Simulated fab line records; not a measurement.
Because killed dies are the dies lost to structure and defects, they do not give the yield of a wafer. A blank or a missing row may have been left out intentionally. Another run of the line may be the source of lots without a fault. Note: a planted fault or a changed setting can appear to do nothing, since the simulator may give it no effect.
The tool behind it: which one? / flow gf180mcu / 12 lots, 36 wafers sampled, at 4 steps of a route of 602

## WHAT THE GAUGES READ, wafer by wafer
GF_MVSD_OVL_MEAS_07. Usual: MVSD_OVL typically reads -0.3 nm, with standard deviation 1.3.
lot=L744; measured=day 4 15:43; on=overlay-01; MVSD_OVL (nm)=-1.7 -0.8 -1.9; flag=
lot=L745; measured=day 4 23:43; on=overlay-02; MVSD_OVL (nm)=0.7 -1.4 -2.8; flag=
lot=L746; measured=day 5 02:32; on=overlay-02; MVSD_OVL (nm)=-1.2 -1.2 0.3; flag=
lot=L747; measured=day 5 08:59; on=overlay-01; MVSD_OVL (nm)=1.7 0.3 1.0; flag=
lot=L750; measured=day 6 01:40; on=overlay-01; MVSD_OVL (nm)=-0.4 0.1 0.1; flag=
lot=L752; measured=day 6 13:01; on=overlay-02; MVSD_OVL (nm)=-1.0 0.8 0.6; flag=
lot=L753; measured=day 6 22:25; on=overlay-02; MVSD_OVL (nm)=-1.7 -1.3 -1.1; flag=
lot=L761; measured=day 8 21:13; on=overlay-02; MVSD_OVL (nm)=1.3 1.1 1.5; flag=
lot=L762; measured=day 9 02:37; on=overlay-01; MVSD_OVL (nm)=3.2 1.7 1.2; flag=
lot=L764; measured=day 9 12:34; on=overlay-02; MVSD_OVL (nm)=-2.6 -1.9 -2.7; flag=
lot=L765; measured=day 9 19:05; on=overlay-01; MVSD_OVL (nm)=-0.7 -0.7 -0.6; flag=
lot=L766; measured=day 10 01:29; on=overlay-02; MVSD_OVL (nm)=0.1 -0.8 -1.1; flag=

GF_MVPSD_TW_MEAS_11. Usual: MVPSD_TW typically reads 549, with standard deviation 5.
lot=L744; measured=day 5 06:31; on=film_metro-01; MVPSD_TW=545 549 551; flag=
lot=L745; measured=day 5 14:16; on=film_metro-03; MVPSD_TW=541 543 542; flag=
lot=L746; measured=day 5 17:21; on=film_metro-01; MVPSD_TW=547 546 547; flag=
lot=L747; measured=day 6 00:01; on=film_metro-02; MVPSD_TW=552 554 553; flag=
lot=L750; measured=day 6 16:48; on=film_metro-01; MVPSD_TW=554 553 555; flag=
lot=L752; measured=day 7 05:35; on=film_metro-03; MVPSD_TW=541 545 540; flag=
lot=L753; measured=day 7 14:52; on=film_metro-01; MVPSD_TW=551 550 551; flag=
lot=L761; measured=day 9 14:38; on=film_metro-02; MVPSD_TW=531 534 535; flag=OFF
lot=L762; measured=day 9 20:14; on=film_metro-03; MVPSD_TW=520 523 522; flag=OFF
lot=L764; measured=day 10 06:35; on=film_metro-01; MVPSD_TW=556 557 555; flag=
lot=L765; measured=day 10 13:31; on=film_metro-01; MVPSD_TW=556 553 555; flag=
lot=L766; measured=day 10 19:32; on=film_metro-03; MVPSD_TW=541 542 542; flag=

GF_VT_IMPLANT_RS_MEAS_49: measures by four-point-probe. Usual: MVPSD_RS typically reads 1169 ohm/sq, with standard deviation 3.
lot=L744; measured=day 7 19:22; on=film_metro-02; MVPSD_RS (ohm/sq)=1169 1170 1171; flag=
lot=L745; measured=day 8 04:16; on=film_metro-01; MVPSD_RS (ohm/sq)=1169 1170 1168; flag=
lot=L746; measured=day 8 09:22; on=film_metro-03; MVPSD_RS (ohm/sq)=1168 1170 1170; flag=
lot=L747; measured=day 8 17:30; on=film_metro-01; MVPSD_RS (ohm/sq)=1176 1172 1175; flag=
lot=L750; measured=day 9 12:08; on=film_metro-02; MVPSD_RS (ohm/sq)=1167 1166 1166; flag=
lot=L752; measured=day 10 00:44; on=film_metro-03; MVPSD_RS (ohm/sq)=1169 1167 1170; flag=
lot=L753; measured=day 10 12:20; on=film_metro-02; MVPSD_RS (ohm/sq)=1169 1175 1174; flag=
lot=L761; measured=day 12 17:38; on=film_metro-02; MVPSD_RS (ohm/sq)=1254 1255 1252; flag=OFF
lot=L762; measured=day 13 00:04; on=film_metro-03; MVPSD_RS (ohm/sq)=1256 1260 1262; flag=OFF
lot=L764; measured=day 13 10:37; on=film_metro-03; MVPSD_RS (ohm/sq)=1168 1165 1170; flag=
lot=L765; measured=day 13 20:37; on=film_metro-02; MVPSD_RS (ohm/sq)=1169 1169 1165; flag=
lot=L766; measured=day 14 01:43; on=film_metro-02; MVPSD_RS (ohm/sq)=1168 1166 1169; flag=

## EACH LOT AND THE TOOL THAT RAN IT (in order: tool; ch and the chambers of the sampled wafers; start)
lot=L744; GF_MVPSD_IMPLANT_08=implanter-04 ch 0, day 5 06:07
lot=L745; GF_MVPSD_IMPLANT_08=implanter-01 ch 0, day 5 13:50
lot=L746; GF_MVPSD_IMPLANT_08=implanter-01 ch 0, day 5 16:55
lot=L747; GF_MVPSD_IMPLANT_08=implanter-04 ch 0, day 5 23:38
lot=L750; GF_MVPSD_IMPLANT_08=implanter-03 ch 0, day 6 16:25
lot=L752; GF_MVPSD_IMPLANT_08=implanter-03 ch 0, day 7 05:11
lot=L753; GF_MVPSD_IMPLANT_08=implanter-03 ch 0, day 7 14:29
lot=L761; GF_MVPSD_IMPLANT_08=implanter-03 ch 0, day 9 14:14
lot=L762; GF_MVPSD_IMPLANT_08=implanter-03 ch 0, day 9 19:50
lot=L764; GF_MVPSD_IMPLANT_08=implanter-04 ch 0, day 10 06:11
lot=L765; GF_MVPSD_IMPLANT_08=implanter-01 ch 0, day 10 13:07
lot=L766; GF_MVPSD_IMPLANT_08=implanter-01 ch 0, day 10 19:11
- GF_MVPSD_IMPLANT_08

## AS READ BY THE TOOLS THEMSELVES (means over the sampled wafers that have a number; for cases with no such wafer, the mark the record gives instead)
GF_MVPSD_IMPLANT_08. Usual: beam_energy_keV 170.00, standard deviation 0.053; dose_ions_cm2 1.4998e+13, standard deviation 1.4e+10; faraday_current_uA 84.6, standard deviation 1.7.
lot=L744 tool=implanter-04 beam_energy_keV=170.02 dose_ions_cm2=1.5000e+13 faraday_current_uA=85.2 flag=
lot=L745 tool=implanter-01 beam_energy_keV=170.03 dose_ions_cm2=1.4996e+13 faraday_current_uA=85.3 flag=
lot=L746 tool=implanter-01 beam_energy_keV=170.06 dose_ions_cm2=1.4998e+13 faraday_current_uA=86.0 flag=
lot=L747 tool=implanter-04 beam_energy_keV=169.99 dose_ions_cm2=1.5008e+13 faraday_current_uA=85.1 flag=
lot=L750 tool=implanter-03 beam_energy_keV=169.99 dose_ions_cm2=1.5005e+13 faraday_current_uA=84.1 flag=
lot=L752 tool=implanter-03 beam_energy_keV=170.02 dose_ions_cm2=1.4991e+13 faraday_current_uA=84.7 flag=
lot=L753 tool=implanter-03 beam_energy_keV=169.93 dose_ions_cm2=1.4997e+13 faraday_current_uA=84.3 flag=
lot=L761 tool=implanter-03 beam_energy_keV=170.02 dose_ions_cm2=1.2957e+13 faraday_current_uA=73.1 flag=OFF
lot=L762 tool=implanter-03 beam_energy_keV=170.03 dose_ions_cm2=1.2942e+13 faraday_current_uA=72.8 flag=OFF
lot=L764 tool=implanter-04 beam_energy_keV=170.00 dose_ions_cm2=1.5012e+13 faraday_current_uA=85.3 flag=
lot=L765 tool=implanter-01 beam_energy_keV=169.94 dose_ions_cm2=1.4999e+13 faraday_current_uA=83.9 flag=
lot=L766 tool=implanter-01 beam_energy_keV=169.97 dose_ions_cm2=1.4985e+13 faraday_current_uA=85.7 flag=

## THE ANSWER, worked out from the rows above alone
Rule: take the mean of a lot's wafers that have a number; if it is more than 3 standard deviations from the usual mean, the lot is off. A lot without any number at a reading at which 4 lots or more have one is off too. Where the step has rows for the other lots, those lots are counted as sound. The gauges are gone through in route order, then the tools' own readings, and for those a lot's mean is taken as printed above. At the first step where some lot is off, the reading lying furthest off is the one used; lots without a number count as furthest.
Off: at GF_MVPSD_TW_MEAS_11 (MVPSD_TW), L761, L762.
If a tool, at a process step before that reading, ran all the lots that are off and no sound lot after the first of them, it fits. Not tried: the gauges at GF_MVPSD_TW_MEAS_11; whatever is off there is also off at GF_MVPSD_IMPLANT_08, on other tools, and gauge error can't account for it. One fits: implanter-03 at GF_MVPSD_IMPLANT_08. Its last sound lot is L753 (day 7 14:29), its first lot that is off L761 (day 9 14:14): a fault that began between those two fits.
The tool's own readings at GF_MVPSD_IMPLANT_08 bear it out: on the lots that are off they differ by more than 5 times the standard deviation of the sound lots' means. dose_ions_cm2 reads 1.2950e+13 there against 1.4999e+13 on the sound lots; faraday_current_uA reads 72.9 there against 85.0 on the sound lots.

## WHAT THE SIMULATOR PUT IN
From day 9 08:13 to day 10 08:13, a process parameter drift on implanter-03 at GF_MVPSD_IMPLANT_08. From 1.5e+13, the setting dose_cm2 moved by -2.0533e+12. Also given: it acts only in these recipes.
Shown lots that were struck: L761, L762. Same finding as the rule above.
